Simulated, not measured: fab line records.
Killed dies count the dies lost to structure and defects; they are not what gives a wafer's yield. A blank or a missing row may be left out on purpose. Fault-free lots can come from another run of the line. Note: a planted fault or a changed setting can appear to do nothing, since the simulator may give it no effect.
Which tool is to blame? | flow gf180mcu | Sampling: 6 lots, 18 wafers, 2 of 602 route steps

## WHAT EACH GAUGE READ, for each wafer
GF_V5_CD_MEAS_14 targets a cd of 260 nm.
lot  | measured     | on        | cd_nm (nm)
L192 | day 27 12:19 | cd_sem-02 | 258.6 259.5 260.1
L194 | day 28 00:17 | cd_sem-02 | 261.3 261.6 261.4
L198 | day 29 09:10 | cd_sem-02 | 261.4 260.8 260.2
L210 | day 32 18:44 | cd_sem-01 | 258.4 259.2 258.5
L212 | day 33 05:20 | cd_sem-01 | 259.2 260.0 259.5
L214 | day 33 15:38 | cd_sem-01 | 260.3 259.5 261.3

## EACH LOT AND THE TOOL THAT RAN IT (in order: tool; ch and the chambers of the sampled wafers; start)
lot  | GF_HV_LDD_ETCHBACK_58
L192 | rie_diel-03 ch 0,1,2, day 12 21:23
L194 | rie_diel-04 ch 1,2, day 13 09:07
L198 | rie_diel-03 ch 0,2, day 14 19:28
L210 | rie_diel-01 ch 1,2, day 18 22:59
L212 | rie_diel-04 ch 0,1, day 19 17:43
L214 | rie_diel-04 ch 2,3, day 20 08:39
- GF_HV_LDD_ETCHBACK_58: etches Si3N4 in CH3F/O2, stops on SiO2, time 100 s, target depth 90 nm.

## THE ANSWER, worked out from the rows above alone
Rule: the usual values come from the lots themselves. The widest of any qualifying gaps counts: lots, ordered by their means at a reading, are off when they make up no more than a third of the lots, leave a main group of 4 or more, and stand apart from it by 3 or more times the standard deviation of that group's means. Not used: any main group whose means are identical at the precision the tables above print for the reading. A lot without any number at a reading at which 4 lots or more have one is off too. Any other lot the step has rows for is counted as sound.
None of the lots is off at any reading shown; this tells nothing.

## WHAT THE SIMULATOR PUT IN
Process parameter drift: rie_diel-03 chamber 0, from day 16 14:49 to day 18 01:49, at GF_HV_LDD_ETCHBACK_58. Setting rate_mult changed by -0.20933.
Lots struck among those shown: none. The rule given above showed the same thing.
